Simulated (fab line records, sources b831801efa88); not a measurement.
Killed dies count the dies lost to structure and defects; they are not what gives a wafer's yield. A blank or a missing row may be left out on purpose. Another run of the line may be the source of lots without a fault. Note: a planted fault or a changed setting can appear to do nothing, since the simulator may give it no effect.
Chamber matching	flow gf180mcu	3 sister chambers for GF_V4_CVD_02 on pecvd-02
The step deposits SiO2 from TEOS, target thk 850 nm, time 94.851 s. 3 wafers are shown with their chamber, then 11 later ones without.

## WAFERS, EACH WITH ITS CHAMBER
wafer	chamber	heater_power_w (W)
L086.1	1	368
L087.6	2	585
L088.1	0	501

## WAFERS WITHOUT THEIR CHAMBER
wafer	heater_power_w (W)
L088.2	529
L088.5	551
L089.2	582
L089.5	580
L089.6	464
L091.3	585
L091.4	467
L091.6	416
L094.2	378
L094.4	565
L094.6	416

## EACH ONE'S CHAMBER
wafer	from the rows above	in truth
L088.2	can't be placed: 0 or 2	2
L088.5	can't be placed: 2 or 0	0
L089.2	2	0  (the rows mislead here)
L089.5	2	2
L089.6	can't be placed: 0 or 1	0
L091.3	2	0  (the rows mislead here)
L091.4	0	0
L091.6	can't be placed: 1 or 0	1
L094.2	1	1
L094.4	can't be placed: 2 or 0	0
L094.6	can't be placed: 1 or 0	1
3 of 11 placed correctly. These rows do not allow placing 6 (true chamber among the candidates in 6). Placed wrongly: 2.
How it was worked out, from the rows above alone: a wafer's distance from a chamber is the root of the sum, over the readings, of the square of ((its reading less the chamber's mean) divided by the reading's scatter). The wafer belongs to the nearest chamber; if the next one is less than 2 further off, it can't be placed. For every chamber, the mean is computed from those of its wafers that are shown. The scatter: with one shown wafer a chamber, the root of the mean of the squares of how far each hidden wafer lies from its nearest shown one.
